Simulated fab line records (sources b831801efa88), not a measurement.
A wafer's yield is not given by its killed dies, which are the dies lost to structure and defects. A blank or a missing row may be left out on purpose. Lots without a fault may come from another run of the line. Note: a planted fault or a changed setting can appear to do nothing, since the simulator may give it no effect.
Which of the tools did it? || flow sky130 || 12 lots, 36 wafers sampled, at 3 steps of a route of 708

## WHAT EACH GAUGE READ, for each wafer
SKY_LDD_N_OVL_MEAS_07.
{"lot": "L293", "measured": "day 18 05:27", "on": "overlay-01", "LDD_N_OVL (nm)": "-1.0 0.7 -2.7"}
{"lot": "L295", "measured": "day 18 11:44", "on": "overlay-02", "LDD_N_OVL (nm)": "-2.2 -1.6 -1.6"}
{"lot": "L296", "measured": "day 19 06:31", "on": "overlay-01", "LDD_N_OVL (nm)": "2.2 1.3 1.3"}
{"lot": "L305", "measured": "day 22 13:42", "on": "overlay-01", "LDD_N_OVL (nm)": "1.6 1.1 -0.5"}
{"lot": "L306", "measured": "day 22 21:52", "on": "overlay-01", "LDD_N_OVL (nm)": "3.5 1.9 0.5"}
{"lot": "L307", "measured": "day 23 01:47", "on": "overlay-02", "LDD_N_OVL (nm)": "0.7 -1.5 0.8"}
{"lot": "L309", "measured": "day 23 18:30", "on": "overlay-02", "LDD_N_OVL (nm)": "0.1 0.5 -0.3"}
{"lot": "L310", "measured": "day 24 02:22", "on": "overlay-02", "LDD_N_OVL (nm)": "4.0 1.8 1.8"}
{"lot": "L312", "measured": "day 24 21:05", "on": "overlay-02", "LDD_N_OVL (nm)": "0.9 0.0 -0.3"}
{"lot": "L313", "measured": "day 25 01:48", "on": "overlay-02", "LDD_N_OVL (nm)": "-1.3 -2.5 -1.0"}
{"lot": "L315", "measured": "day 25 18:00", "on": "overlay-01", "LDD_N_OVL (nm)": "-0.3 0.2 1.0"}
{"lot": "L316", "measured": "day 26 02:35", "on": "overlay-02", "LDD_N_OVL (nm)": "-3.3 0.3 -2.6"}

## WHAT TOOL EACH LOT RAN ON (gives the tool, then ch and the chambers of the sampled wafers, and finally the start)
{"lot": "L293", "SKY_GATE_OXIDE_STRIP_13": "plasma-asher-04 ch 0,1, day 14 05:20", "SKY_POLY_GATE_STRIP_18": "plasma-asher-01 ch 0,1, day 16 20:30"}
{"lot": "L295", "SKY_GATE_OXIDE_STRIP_13": "plasma-asher-02 ch 0,1, day 14 13:47", "SKY_POLY_GATE_STRIP_18": "plasma-asher-02 ch 0,1, day 17 05:32"}
{"lot": "L296", "SKY_GATE_OXIDE_STRIP_13": "plasma-asher-04 ch 1, day 15 03:02", "SKY_POLY_GATE_STRIP_18": "plasma-asher-03 ch 0,1, day 17 19:08"}
{"lot": "L305", "SKY_GATE_OXIDE_STRIP_13": "plasma-asher-04 ch 0,1, day 18 08:42", "SKY_POLY_GATE_STRIP_18": "plasma-asher-03 ch 1, day 21 05:10"}
{"lot": "L306", "SKY_GATE_OXIDE_STRIP_13": "plasma-asher-03 ch 1, day 18 17:27", "SKY_POLY_GATE_STRIP_18": "plasma-asher-02 ch 0,1, day 21 14:07"}
{"lot": "L307", "SKY_GATE_OXIDE_STRIP_13": "plasma-asher-03 ch 0, day 18 22:53", "SKY_POLY_GATE_STRIP_18": "plasma-asher-03 ch 0,1, day 21 18:40"}
{"lot": "L309", "SKY_GATE_OXIDE_STRIP_13": "plasma-asher-02 ch 0,1, day 19 14:03", "SKY_POLY_GATE_STRIP_18": "plasma-asher-02 ch 0,1, day 22 10:27"}
{"lot": "L310", "SKY_GATE_OXIDE_STRIP_13": "plasma-asher-04 ch 0,1, day 19 23:41", "SKY_POLY_GATE_STRIP_18": "plasma-asher-02 ch 0,1, day 22 19:09"}
{"lot": "L312", "SKY_GATE_OXIDE_STRIP_13": "plasma-asher-02 ch 0,1, day 20 17:46", "SKY_POLY_GATE_STRIP_18": "plasma-asher-03 ch 0,1, day 23 13:23"}
{"lot": "L313", "SKY_GATE_OXIDE_STRIP_13": "plasma-asher-03 ch 0,1, day 21 00:35", "SKY_POLY_GATE_STRIP_18": "plasma-asher-01 ch 0,1, day 23 18:59"}
{"lot": "L315", "SKY_GATE_OXIDE_STRIP_13": "plasma-asher-02 ch 0,1, day 21 18:35", "SKY_POLY_GATE_STRIP_18": "plasma-asher-03 ch 0,1, day 24 11:48"}
{"lot": "L316", "SKY_GATE_OXIDE_STRIP_13": "plasma-asher-04 ch 0,1, day 22 00:20", "SKY_POLY_GATE_STRIP_18": "plasma-asher-02 ch 0,1, day 24 18:28"}
- SKY_GATE_OXIDE_STRIP_13: strips in O2/N2.
- SKY_POLY_GATE_STRIP_18: strips in O2/N2.

## WHAT THE TOOLS THEMSELVES READ (means of the sampled wafers that have a number; where no wafer has one, the mark that the record gives instead)
SKY_GATE_OXIDE_STRIP_13.
{"lot": "L293", "tool": "plasma-asher-04", "drypump-motor-current-A (A)": 5.3, "n2-flow-sccm (sccm)": 299.9, "o2-flow-sccm (sccm)": 3006, "oes-product-au (a.u.)": 0.714, "strip-time-to-endpoint-s (s)": 14.20}
{"lot": "L295", "tool": "plasma-asher-02", "drypump-motor-current-A (A)": 5.8, "n2-flow-sccm (sccm)": 300.7, "o2-flow-sccm (sccm)": 3010, "oes-product-au (a.u.)": 0.719, "strip-time-to-endpoint-s (s)": 14.21}
{"lot": "L296", "tool": "plasma-asher-04", "drypump-motor-current-A (A)": 5.0, "n2-flow-sccm (sccm)": 300.1, "o2-flow-sccm (sccm)": 2998, "oes-product-au (a.u.)": 0.711, "strip-time-to-endpoint-s (s)": 14.22}
{"lot": "L305", "tool": "plasma-asher-04", "drypump-motor-current-A (A)": 5.5, "n2-flow-sccm (sccm)": 300.7, "o2-flow-sccm (sccm)": 3004, "oes-product-au (a.u.)": 0.712, "strip-time-to-endpoint-s (s)": 14.26}
{"lot": "L306", "tool": "plasma-asher-03", "drypump-motor-current-A (A)": 5.9, "n2-flow-sccm (sccm)": 300.1, "o2-flow-sccm (sccm)": 2998, "oes-product-au (a.u.)": 0.715, "strip-time-to-endpoint-s (s)": 14.16}
{"lot": "L307", "tool": "plasma-asher-03", "drypump-motor-current-A (A)": 5.9, "n2-flow-sccm (sccm)": 300.1, "o2-flow-sccm (sccm)": 3001, "oes-product-au (a.u.)": 0.718, "strip-time-to-endpoint-s (s)": 14.19}
{"lot": "L309", "tool": "plasma-asher-02", "drypump-motor-current-A (A)": 5.9, "n2-flow-sccm (sccm)": 300.0, "o2-flow-sccm (sccm)": 3010, "oes-product-au (a.u.)": 0.717, "strip-time-to-endpoint-s (s)": 14.17}
{"lot": "L310", "tool": "plasma-asher-04", "drypump-motor-current-A (A)": 5.2, "n2-flow-sccm (sccm)": 299.7, "o2-flow-sccm (sccm)": 2999, "oes-product-au (a.u.)": 0.715, "strip-time-to-endpoint-s (s)": 14.18}
{"lot": "L312", "tool": "plasma-asher-02", "drypump-motor-current-A (A)": 5.8, "n2-flow-sccm (sccm)": 299.3, "o2-flow-sccm (sccm)": 2998, "oes-product-au (a.u.)": 0.712, "strip-time-to-endpoint-s (s)": 14.14}
{"lot": "L313", "tool": "plasma-asher-03", "drypump-motor-current-A (A)": 6.0, "n2-flow-sccm (sccm)": 300.7, "o2-flow-sccm (sccm)": 2998, "oes-product-au (a.u.)": 0.719, "strip-time-to-endpoint-s (s)": 14.18}
{"lot": "L315", "tool": "plasma-asher-02", "drypump-motor-current-A (A)": 5.9, "n2-flow-sccm (sccm)": 301.1, "o2-flow-sccm (sccm)": 3003, "oes-product-au (a.u.)": 0.713, "strip-time-to-endpoint-s (s)": 14.17}
{"lot": "L316", "tool": "plasma-asher-04", "drypump-motor-current-A (A)": 5.5, "n2-flow-sccm (sccm)": 300.8, "o2-flow-sccm (sccm)": 3005, "oes-product-au (a.u.)": 0.712, "strip-time-to-endpoint-s (s)": 14.19}

SKY_POLY_GATE_STRIP_18.
{"lot": "L293", "tool": "plasma-asher-01", "drypump-motor-current-A (A)": 5.83, "n2-flow-sccm (sccm)": 299.5, "o2-flow-sccm (sccm)": 2996, "oes-product-au (a.u.)": 0.356, "strip-time-to-endpoint-s (s)": 3.10}
{"lot": "L295", "tool": "plasma-asher-02", "drypump-motor-current-A (A)": 5.91, "n2-flow-sccm (sccm)": 299.9, "o2-flow-sccm (sccm)": 3000, "oes-product-au (a.u.)": 0.359, "strip-time-to-endpoint-s (s)": 3.17}
{"lot": "L296", "tool": "plasma-asher-03", "drypump-motor-current-A (A)": 5.93, "n2-flow-sccm (sccm)": 300.6, "o2-flow-sccm (sccm)": 3006, "oes-product-au (a.u.)": 0.358, "strip-time-to-endpoint-s (s)": 3.13}
{"lot": "L305", "tool": "plasma-asher-03", "drypump-motor-current-A (A)": 5.85, "n2-flow-sccm (sccm)": 300.5, "o2-flow-sccm (sccm)": 3017, "oes-product-au (a.u.)": 0.357, "strip-time-to-endpoint-s (s)": 3.10}
{"lot": "L306", "tool": "plasma-asher-02", "drypump-motor-current-A (A)": 5.81, "n2-flow-sccm (sccm)": 300.2, "o2-flow-sccm (sccm)": 2994, "oes-product-au (a.u.)": 0.356, "strip-time-to-endpoint-s (s)": 3.12}
{"lot": "L307", "tool": "plasma-asher-03", "drypump-motor-current-A (A)": 5.90, "n2-flow-sccm (sccm)": 299.9, "o2-flow-sccm (sccm)": 3002, "oes-product-au (a.u.)": 0.361, "strip-time-to-endpoint-s (s)": 3.12}
{"lot": "L309", "tool": "plasma-asher-02", "drypump-motor-current-A (A)": 5.91, "n2-flow-sccm (sccm)": 300.2, "o2-flow-sccm (sccm)": 3009, "oes-product-au (a.u.)": 0.356, "strip-time-to-endpoint-s (s)": 3.10}
{"lot": "L310", "tool": "plasma-asher-02", "drypump-motor-current-A (A)": 5.80, "n2-flow-sccm (sccm)": 299.5, "o2-flow-sccm (sccm)": 3012, "oes-product-au (a.u.)": 0.358, "strip-time-to-endpoint-s (s)": 3.14}
{"lot": "L312", "tool": "plasma-asher-03", "drypump-motor-current-A (A)": 5.90, "n2-flow-sccm (sccm)": 300.1, "o2-flow-sccm (sccm)": 2997, "oes-product-au (a.u.)": 0.360, "strip-time-to-endpoint-s (s)": 3.20}
{"lot": "L313", "tool": "plasma-asher-01", "drypump-motor-current-A (A)": 5.84, "n2-flow-sccm (sccm)": 299.8, "o2-flow-sccm (sccm)": 3004, "oes-product-au (a.u.)": 0.357, "strip-time-to-endpoint-s (s)": 3.07}
{"lot": "L315", "tool": "plasma-asher-03", "drypump-motor-current-A (A)": 5.93, "n2-flow-sccm (sccm)": 300.5, "o2-flow-sccm (sccm)": 2996, "oes-product-au (a.u.)": 0.361, "strip-time-to-endpoint-s (s)": 3.14}
{"lot": "L316", "tool": "plasma-asher-02", "drypump-motor-current-A (A)": 5.92, "n2-flow-sccm (sccm)": 300.3, "o2-flow-sccm (sccm)": 2998, "oes-product-au (a.u.)": 0.364, "strip-time-to-endpoint-s (s)": 3.18}

## THE ANSWER, worked out from the rows above alone
Rule: what is usual is taken from the lots themselves. The widest of any qualifying gaps counts: lots, ordered by their means at a reading, are off when they make up no more than a third of the lots, leave a main group of 4 or more, and stand apart from it by 3 or more times the standard deviation of that group's means. Not used: any main group whose means are identical at the precision the tables above print for the reading. Also off: a lot with no number at a reading for which 4 or more lots have one. All remaining lots with rows at the step are treated as sound. The gauges are gone through in route order, then the tools' own readings, and for those a lot's mean is taken as printed above. At the first step where some lot is off, the reading lying furthest off is the one used; lots without a number count as furthest.
None of the lots is off at any reading shown; this tells nothing.

## WHAT HAD BEEN PUT IN BY THE SIMULATOR
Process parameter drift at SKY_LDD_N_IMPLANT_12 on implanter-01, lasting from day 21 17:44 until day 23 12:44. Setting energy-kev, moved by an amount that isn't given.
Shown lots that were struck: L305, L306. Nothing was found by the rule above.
